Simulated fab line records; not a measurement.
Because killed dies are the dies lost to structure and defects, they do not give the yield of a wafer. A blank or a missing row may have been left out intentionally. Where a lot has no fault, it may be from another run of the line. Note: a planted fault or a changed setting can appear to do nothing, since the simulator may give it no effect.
One fault seen from 2 desks -- flow gf180mcu -- numbers are kept per desk, each desk with only its own; the story behind them comes last

== TOOL OWNER'S DESK, pvd_sputter-02 ==
The tool's own readings at GF_M3_SPUTTER_03 (material Ti, target thk 10 nm, time 6.7 s): means of the sampled wafers that have a number, for each lot that ran on this tool. A lot is out of limits, marked OUT, if its mean lies more than 4 standard deviations from the usual mean; the brackets give that distance.
Columns: A = chamber_pressure_pa at GF_M3_SPUTTER_03, usual 0.3000 Pa; B = throttle_valve_pct at GF_M3_SPUTTER_03, usual 30.2 %
lot,first seen here,A,B
L327,day 22 02:16,0.3000,30.3
L328,day 22 22:44,0.3005,30.9
L338,day 25 17:47,0.3098 (+16) OUT,30.3
L339,day 26 00:41,0.3101 (+17) OUT,29.8
This desk finds L338, L339 out of limits, L338 being first, at day 25 17:47 (chamber_pressure_pa at GF_M3_SPUTTER_03). L327, L328 stayed within limits.

== METROLOGY DESK ==
What the gauges read for every lot (on any tool): the sampled wafers with a number, averaged. A lot is out of limits, marked OUT, if its mean lies more than 4 standard deviations from the usual mean; the brackets give that distance.
Columns: A = M2_ALCU_THK at GF_M2_THK_MEAS_06, usual 448 nm
lot,first seen here,A
L323,day 18 04:58,449
L324,day 18 07:49,445
L326,day 19 14:12,447
L327,day 19 23:52,446
L329,day 20 19:12,454
L328,day 20 20:59,448
L331,day 21 08:37,446
L330,day 21 08:53,448
L332,day 21 19:23,451
L338,day 23 19:13,437
L339,day 24 01:32,453
L346,day 26 07:13,451
This desk found nothing out of limits on any of the 12 lots.

== TAKEN TOGETHER ==
An alarm could have come from the tool owner's desk at day 25 17:47, on L338, L339.
The metrology desk saw nothing out of limits.
The metrology desk holds a record of L338, L339, inside its limits.
GF_M3_SPUTTER_03 was run on pvd_sputter-02 by each of the lots named.

== WHAT THE SIMULATOR HAD INSERTED ==
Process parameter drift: pvd_sputter-02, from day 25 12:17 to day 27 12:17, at GF_M3_SPUTTER_03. A move of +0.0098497 in setting chamber_pressure_pa, from 0.3. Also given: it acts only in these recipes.
Struck lots among those shown: L338, L339.
Each desk's first reading out of limits, in hours after the fault started: the tool owner's desk, 6.
